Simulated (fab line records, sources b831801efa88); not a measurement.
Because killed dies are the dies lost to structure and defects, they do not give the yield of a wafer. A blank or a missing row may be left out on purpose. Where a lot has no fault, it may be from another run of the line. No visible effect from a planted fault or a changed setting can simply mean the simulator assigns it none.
What tool caused it? ; flow sfq line ; Sampling: 15 lots, 45 wafers, 6 of 325 route steps

== WHAT THE GAUGES SHOWED, per wafer ==
SFQ_M8_OVL_MEAS_948. Usual: M8_OVL gives 3 nm (standard deviation 5.7).
lot;measured;on;M8_OVL (nm);flag
L407;day 81 10:04;overlay-02;-6 -4 -11;
L413;day 84 23:06;overlay-02;7 5 -1;
L414;day 85 02:42;overlay-02;- - -;OFF
L415;day 85 06:19;overlay-01;- - -;OFF
L416;day 85 08:42;overlay-01;- - -;OFF
L417;day 85 11:06;overlay-01;1 1 9;
L421;day 86 00:19;overlay-01;-3 -2 2;
L422;day 86 02:42;overlay-01;12 10 9;
L423;day 86 08:43;overlay-01;-6 -2 -5;
L424;day 86 13:30;overlay-01;7 4 0;
L425;day 86 15:54;overlay-01;10 9 12;
L427;day 86 21:54;overlay-01;4 3 -1;
L428;day 87 03:55;overlay-01;6 -8 1;
L429;day 87 05:07;overlay-01;7 5 6;
L430;day 87 11:06;overlay-01;12 7 12;

== EACH LOT AND THE TOOL THAT RAN IT (in order: tool; ch and the chambers of the sampled wafers; start) ==
lot;SFQ_TRILAYER_M0_STRIP_STRIP_025;SFQ_TRILAYER_M6_BARC_OPEN_METAL_ETCH_206;SFQ_TRILAYER_M6_ETCH_METAL_ETCH_162;SFQ_TRILAYER_I6_VIA_LITHO_EXPOSE_170;SFQ_TRILAYER_M7_STRIP_STRIP_181
L407;rie metal-03 ch 0,1, day 11 21:25;rie metal-04 ch 0,1, day 71 23:35;rie metal-04 ch 0,1, day 71 23:40;krf scanner-02 ch 0, day 77 01:17;rie metal-01 ch 0,1, day 80 18:52
L413;rie metal-03 ch 0, day 14 06:56;rie metal-03 ch 0, day 74 09:31;rie metal-03 ch 0, day 74 09:38;krf scanner-01 ch 0, day 79 10:58;rie metal-02 ch 1, day 83 14:02
L414;rie metal-03 ch 0,1, day 14 16:37;rie metal-04 ch 0,1, day 74 14:19;rie metal-04 ch 0,1, day 74 14:22;krf scanner-02, day 79 16:53;rie metal-02 ch 0,1, day 83 20:50
L415;rie metal-01 ch 0,1, day 15 02:16;rie metal-03 ch 0, day 74 16:44;rie metal-03 ch 0, day 74 16:52;krf scanner-02, day 79 19:29;rie metal-02 ch 0,1, day 84 00:26
L416;rie metal-02 ch 0,1, day 15 05:52;rie metal-02 ch 0, day 74 19:07;rie metal-02 ch 0, day 74 19:14;krf scanner-02, day 79 21:41;rie metal-02 ch 0,1, day 84 01:38
L417;rie metal-01 ch 0,1, day 15 16:40;rie metal-03 ch 0,1, day 75 03:31;rie metal-03 ch 0,1, day 75 03:34;krf scanner-02 ch 0, day 80 01:17;rie metal-02 ch 0,1, day 84 05:14
L421;rie metal-03 ch 0,1, day 17 02:08;rie metal-04 ch 0,1, day 76 11:50;rie metal-04 ch 0,1, day 76 11:55;krf scanner-01 ch 0, day 81 05:20;rie metal-04 ch 0,1, day 85 04:47
L422;rie metal-03 ch 0,1, day 17 15:08;rie metal-03 ch 0,1, day 76 13:01;rie metal-03 ch 0,1, day 76 13:05;krf scanner-01 ch 0, day 81 07:20;rie metal-04 ch 0,1, day 85 08:11
L423;rie metal-01 ch 1, day 18 02:03;rie metal-02 ch 0,1, day 77 01:01;rie metal-02 ch 0,1, day 77 01:05;krf scanner-02 ch 0, day 81 13:35;rie metal-04 ch 0,1, day 85 17:57
L424;rie metal-01 ch 1, day 18 09:03;rie metal-04 ch 0,1, day 77 08:13;rie metal-04 ch 0,1, day 77 08:17;krf scanner-02 ch 0, day 81 19:23;rie metal-02 ch 0,1, day 85 22:35
L425;rie metal-03 ch 0,1, day 18 15:46;rie metal-02 ch 0,1, day 77 13:08;rie metal-02 ch 0,1, day 77 13:11;krf scanner-01 ch 0, day 81 20:43;rie metal-04 ch 0,1, day 85 23:51
L427;rie metal-03 ch 1, day 19 09:46;rie metal-02 ch 0,1, day 77 16:44;rie metal-02 ch 0,1, day 77 16:47;krf scanner-01 ch 0, day 82 02:43;rie metal-04 ch 0,1, day 86 03:27
L428;rie metal-01 ch 0,1, day 19 22:58;rie metal-02 ch 0,1, day 77 22:44;rie metal-02 ch 0,1, day 77 22:47;krf scanner-01 ch 0, day 82 04:07;rie metal-04 ch 0,1, day 86 05:51
L429;rie metal-01 ch 0, day 20 07:22;rie metal-02 ch 0,1, day 78 03:59;rie metal-02 ch 0,1, day 78 04:02;krf scanner-01 ch 0, day 82 06:31;rie metal-02 ch 0,1, day 86 06:59
L430;rie metal-03 ch 0,1, day 20 16:58;rie metal-04 ch 1, day 78 05:11;rie metal-04 ch 1, day 78 05:14;krf scanner-01 ch 0, day 82 09:55;rie metal-04 ch 0,1, day 86 10:39
- SFQ_TRILAYER_M0_STRIP_STRIP_025: strips in O2.
- SFQ_TRILAYER_M6_BARC_OPEN_METAL_ETCH_206: etches BARC in O2, target depth 125 nm, time 41.7 s.
- SFQ_TRILAYER_M6_ETCH_METAL_ETCH_162: etches Nb in Cl2/Ar, stops on SiO2, target depth 240 nm, time 120 s.
- SFQ_TRILAYER_I6_VIA_LITHO_EXPOSE_170: exposes mask I6, target cd 700 nm.
- SFQ_TRILAYER_M7_STRIP_STRIP_181: strips in O2.

== AS READ BY THE TOOLS THEMSELVES (means over the sampled wafers that have a number; for cases with no such wafer, the mark the record gives instead) ==
SFQ_TRILAYER_M0_STRIP_STRIP_025. Usual: drypump motor current A 5.6 A, standard deviation 0.56; oes product au 1.002 a.u., standard deviation 0.01.
lot;tool;drypump motor current A (A);oes product au (a.u.);flag
L407;rie metal-03;5.2;1.009;
L413;rie metal-03;6.2;1.013;
L414;rie metal-03;5.2;1.011;
L415;rie metal-01;5.5;0.990;
L416;rie metal-02;5.7;1.001;
L417;rie metal-01;5.4;0.994;
L421;rie metal-03;5.7;0.991;
L422;rie metal-03;5.7;1.001;
L423;rie metal-01;6.0;0.994;
L424;rie metal-01;6.0;0.989;
L425;rie metal-03;5.2;1.015;
L427;rie metal-03;4.8;1.018;
L428;rie metal-01;5.5;0.994;
L429;rie metal-01;5.2;0.988;
L430;rie metal-03;5.7;1.003;

SFQ_TRILAYER_M6_BARC_OPEN_METAL_ETCH_206. Usual: bias w 80.01 W, standard deviation 0.26; chamber pressure mTorr 10.000 mTorr, standard deviation 0.0094; drypump motor current A 5.7 A, standard deviation 0.36; oes product au 0.685 a.u., standard deviation 0.0045.
lot;tool;bias w (W);chamber pressure mTorr (mTorr);drypump motor current A (A);oes product au (a.u.);flag
L407;rie metal-04;80.09;10.006;5.7;0.682;
L413;rie metal-03;79.90;9.992;6.1;0.689;
L414;rie metal-04;-;-;-;-;OFF
L415;rie metal-03;-;-;-;-;OFF
L416;rie metal-02;-;-;-;-;OFF
L417;rie metal-03;80.13;9.998;5.3;0.681;
L421;rie metal-04;79.98;9.996;5.6;0.685;
L422;rie metal-03;79.79;10.003;5.3;0.685;
L423;rie metal-02;79.83;9.999;5.7;0.680;
L424;rie metal-04;80.00;10.000;5.7;0.682;
L425;rie metal-02;79.64;9.997;5.7;0.687;
L427;rie metal-02;80.01;10.002;5.7;0.683;
L428;rie metal-02;80.26;10.008;5.6;0.687;
L429;rie metal-02;79.90;10.002;5.7;0.686;
L430;rie metal-04;80.28;9.999;5.7;0.678;

SFQ_TRILAYER_M6_ETCH_METAL_ETCH_162. Usual: bias w 79.98 W, standard deviation 0.27; chamber pressure mTorr 10.001 mTorr, standard deviation 0.0089; drypump motor current A 5.7 A, standard deviation 0.36; oes product au 0.894 a.u., standard deviation 0.0068.
lot;tool;bias w (W);chamber pressure mTorr (mTorr);drypump motor current A (A);oes product au (a.u.);flag
L407;rie metal-04;80.12;10.000;5.6;0.898;
L413;rie metal-03;80.15;9.997;6.1;0.894;
L414;rie metal-04;80.15;10.011;5.7;0.372;OFF
L415;rie metal-03;79.75;9.995;6.1;0.369;OFF
L416;rie metal-02;79.81;9.999;5.6;0.375;OFF
L417;rie metal-03;79.93;10.001;5.2;0.895;
L421;rie metal-04;79.65;10.006;5.6;0.886;
L422;rie metal-03;80.23;10.002;5.2;0.894;
L423;rie metal-02;79.98;9.993;5.7;0.895;
L424;rie metal-04;79.97;9.995;5.6;0.896;
L425;rie metal-02;80.12;10.006;5.7;0.896;
L427;rie metal-02;79.72;9.997;5.7;0.898;
L428;rie metal-02;80.01;9.995;5.7;0.902;
L429;rie metal-02;79.99;10.001;5.7;0.888;
L430;rie metal-04;79.95;10.002;5.7;0.895;

SFQ_TRILAYER_I6_VIA_LITHO_EXPOSE_170. Usual: exposure dose mJ cm2 21.295, standard deviation 0.019; focus offset nm 0.1 nm, standard deviation 0.48.
lot;tool;exposure dose mJ cm2;focus offset nm (nm);flag
L407;krf scanner-02;21.307;-0.2;
L413;krf scanner-01;21.295;0.1;
L414;krf scanner-02;-;-;OFF
L415;krf scanner-02;-;-;OFF
L416;krf scanner-02;-;-;OFF
L417;krf scanner-02;21.306;0.1;
L421;krf scanner-01;21.301;0.3;
L422;krf scanner-01;21.289;0.1;
L423;krf scanner-02;21.301;0.6;
L424;krf scanner-02;21.266;0.3;
L425;krf scanner-01;21.311;0.1;
L427;krf scanner-01;21.283;0.4;
L428;krf scanner-01;21.299;0.4;
L429;krf scanner-01;21.275;-0.5;
L430;krf scanner-01;21.287;-0.4;

SFQ_TRILAYER_M7_STRIP_STRIP_181. Usual: drypump motor current A 5.65 A, standard deviation 0.14; oes product au 1.005 a.u., standard deviation 0.0094.
lot;tool;drypump motor current A (A);oes product au (a.u.);flag
L407;rie metal-01;5.72;1.001;
L413;rie metal-02;5.77;1.012;
L414;rie metal-02;5.72;1.010;
L415;rie metal-02;5.65;1.005;
L416;rie metal-02;5.66;1.009;
L417;rie metal-02;5.70;1.010;
L421;rie metal-04;5.60;0.992;
L422;rie metal-04;5.61;0.994;
L423;rie metal-04;5.64;0.994;
L424;rie metal-02;5.71;1.011;
L425;rie metal-04;5.63;0.996;
L427;rie metal-04;5.61;1.000;
L428;rie metal-04;5.59;0.996;
L429;rie metal-02;5.72;1.013;
L430;rie metal-04;5.60;0.992;

== THE ANSWER, worked out from the rows above alone ==
Rule: take the mean of a lot's wafers that have a number; if it is more than 3 standard deviations from the usual mean, the lot is off. Also off: a lot with no number at a reading for which 4 or more lots have one. All remaining lots with rows at the step are treated as sound. Order of review: gauges by route order, followed by the tools' own readings, for which a lot's mean as printed above is used. The first step at which some lot is off is used, and at that step the reading that is off furthest; a lot without a number counts as furthest.
Off: L414, L415, L416, seen at SFQ_M8_OVL_MEAS_948 (M8_OVL). Without a number there: L414, L415, L416.
If a tool, at a process step before that reading, ran all the lots that are off and no sound lot after the first of them, it fits. The gauges at SFQ_M8_OVL_MEAS_948 aren't tried: what is off there is off at SFQ_TRILAYER_M6_BARC_OPEN_METAL_ETCH_206 too, on other tools, and a gauge's error can't cause that. No candidate that was tried fits.

== WHAT THE SIMULATOR HAD INSERTED ==
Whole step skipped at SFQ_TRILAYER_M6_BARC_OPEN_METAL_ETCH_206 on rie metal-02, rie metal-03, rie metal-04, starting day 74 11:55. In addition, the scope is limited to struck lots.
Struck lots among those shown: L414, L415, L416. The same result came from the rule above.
